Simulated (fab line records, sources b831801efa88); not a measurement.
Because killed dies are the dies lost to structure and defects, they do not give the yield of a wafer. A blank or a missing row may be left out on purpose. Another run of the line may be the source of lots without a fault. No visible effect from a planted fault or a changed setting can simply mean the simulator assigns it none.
Which of the tools did it?    flow gf180mcu    13 lots with 39 wafers sampled at 5 steps, on a route of 602 steps

== WHAT THE GAUGES SHOWED, per wafer ==
GF_STI_CD_MEAS_12: target cd 220 nm. Usual: cd_nm at 220.1 nm, with a standard deviation of 1.2.
lot   measured     on         cd_nm (nm)         flag
L762  day 2 02:17  cd_sem-02  221.2 219.6 221.2  
L763  day 2 06:32  cd_sem-01  219.5 219.9 219.6  
L764  day 2 11:50  cd_sem-01  222.6 222.5 222.6  
L765  day 2 16:26  cd_sem-02  219.2 220.2 220.6  
L766  day 2 22:01  cd_sem-02  220.5 219.7 221.8  
L767  day 3 03:20  cd_sem-01  219.3 218.9 218.2  
L768  day 3 08:07  cd_sem-01  220.8 219.7 220.8  
L769  day 3 13:02  cd_sem-01  219.5 217.8 220.0  
L771  day 3 23:02  cd_sem-02  221.4 220.6 221.4  
L772  day 4 05:29  cd_sem-02  222.1 221.5 221.0  
L774  day 4 14:44  cd_sem-02  220.5 220.5 220.8  
L775  day 4 20:02  cd_sem-01  220.0 220.7 220.2  
L785  day 7 01:08  cd_sem-02  219.4 219.1 219.7  

GF_VT_IMPLANT_RS_MEAS_48: measures by four-point-probe. Usual: LVPWELL_RS gives 1197.0 ohm/sq (standard deviation 2.9).
lot   measured      on             LVPWELL_RS (ohm/sq)   flag
L762  day 7 15:20   film_metro-01  1197.4 1193.4 1192.8  
L763  day 7 19:19   film_metro-03  1192.1 1195.5 1194.5  
L764  day 8 03:07   film_metro-01  1197.2 1196.5 1196.1  
L765  day 8 09:16   film_metro-03  1197.8 1196.4 1200.3  
L766  day 8 15:21   film_metro-03  1196.4 1197.5 1197.6  
L767  day 8 22:09   film_metro-04  1196.7 1197.7 1199.0  
L768  day 9 06:55   film_metro-03  1195.1 1197.2 1197.3  
L769  day 9 12:04   film_metro-03  1199.0 1198.9 1202.3  
L771  day 10 01:22  film_metro-03  1191.8 1196.3 1197.2  
L772  day 10 09:41  film_metro-03  1200.3 1200.5 1201.0  
L774  day 10 22:46  film_metro-03  1195.3 1196.6 1196.3  
L775  day 11 04:16  film_metro-04  1198.8 1201.4 1198.1  
L785  day 13 23:58  film_metro-04  1200.7 1196.5 1201.1  

GF_DUAL_GATE_OVL_MEAS_11. Usual: DUAL_GATE_OVL gives -0.2 nm (standard deviation 1.5).
lot   measured      on          DUAL_GATE_OVL (nm)  flag
L762  day 8 10:05   overlay-02  2.6 1.5 0.9         
L763  day 8 14:17   overlay-01  3.2 1.2 2.4         
L764  day 8 21:41   overlay-01  -0.3 -1.8 -0.7      
L765  day 9 03:47   overlay-02  1.5 2.2 1.4         
L766  day 9 11:02   overlay-02  -0.8 1.8 -0.9       
L767  day 9 18:41   overlay-01  -1.7 -0.9 -3.0      
L768  day 10 02:47  overlay-02  -1.4 -1.3 -1.6      
L769  day 10 08:11  overlay-02  -0.2 0.7 -0.2       
L771  day 10 20:47  overlay-02  2.8 2.6 2.3         
L772  day 11 06:29  overlay-02  -0.3 -0.5 -1.3      
L774  day 11 18:56  overlay-02  - - -               OFF
L775  day 12 01:02  overlay-02  1.0 2.2 0.7         
L785  day 14 23:14  overlay-02  -1.1 -0.1 -1.7      

GF_POLY_GATE_CD_MEAS_10: target cd 280 nm. Usual: cd_nm at 280.2 nm, with a standard deviation of 1.4.
lot   measured      on         cd_nm (nm)         flag
L762  day 9 06:28   cd_sem-02  280.4 279.9 280.1  
L763  day 9 11:01   cd_sem-01  281.0 279.8 279.4  
L764  day 9 18:22   cd_sem-01  278.7 280.1 279.4  
L765  day 10 01:38  cd_sem-02  280.6 281.6 280.7  
L766  day 10 08:04  cd_sem-02  279.1 279.1 279.3  
L767  day 10 16:40  cd_sem-01  278.4 279.1 277.8  
L768  day 11 01:10  cd_sem-01  280.6 281.2 280.0  
L769  day 11 05:53  cd_sem-01  278.7 281.2 279.9  
L771  day 11 19:01  cd_sem-02  280.2 279.7 278.7  
L772  day 12 05:08  cd_sem-01  279.7 279.5 279.8  
L775  day 13 01:29  cd_sem-01  279.6 280.4 281.3  
L785  day 16 01:38  cd_sem-02  281.0 280.9 281.0  

== TOOL THAT RAN EACH LOT (tool first, then ch and the chambers of the sampled wafers, then the start) ==
lot   GF_DUAL_GATE_EXPOSE_08
L762  iline_stepper-01 ch 0, day 8 01:49
L763  iline_stepper-02 ch 0, day 8 06:27
L764  iline_stepper-01 ch 0, day 8 13:31
L765  iline_stepper-01 ch 0, day 8 19:20
L766  iline_stepper-01 ch 0, day 9 02:25
L767  iline_stepper-01 ch 0, day 9 09:50
L768  iline_stepper-02 ch 0, day 9 18:32
L769  iline_stepper-02 ch 0, day 9 23:08
L771  iline_stepper-02 ch 0, day 10 12:12
L772  iline_stepper-02 ch 0, day 10 21:23
L774  iline_stepper-01 ch 0, day 11 09:40
L775  iline_stepper-01 ch 0, day 11 15:17
L785  iline_stepper-01 ch 0, day 14 13:34
- GF_DUAL_GATE_EXPOSE_08: exposes mask Dualgate, target cd 700 nm.

== WHAT THE TOOLS THEMSELVES READ (means of the sampled wafers that have a number; where no wafer has one, the mark that the record gives instead) ==
The record holds no such reading with a usual standard deviation.

== THE ANSWER, worked out from the rows above alone ==
Rule: take the mean of a lot's wafers that have a number; if it is more than 3 standard deviations from the usual mean, the lot is off. A lot without any number at a reading at which 4 lots or more have one is off too. All remaining lots with rows at the step are treated as sound. First the gauges in route order, then the tools' own readings, where a lot's mean is used as printed above. The first step at which some lot is off is used, and at that step the reading that is off furthest; a lot without a number counts as furthest.
Off: L774, seen at GF_DUAL_GATE_OVL_MEAS_11 (DUAL_GATE_OVL). Without a number there: L774.
A tool fits if, at a process step before that reading, it ran every lot that is off, and no sound lot after the first of them. The gauges at GF_DUAL_GATE_OVL_MEAS_11 are tried like those tools. Of those tried, none fits.

== WHAT WAS PUT IN BY THE SIMULATOR ==
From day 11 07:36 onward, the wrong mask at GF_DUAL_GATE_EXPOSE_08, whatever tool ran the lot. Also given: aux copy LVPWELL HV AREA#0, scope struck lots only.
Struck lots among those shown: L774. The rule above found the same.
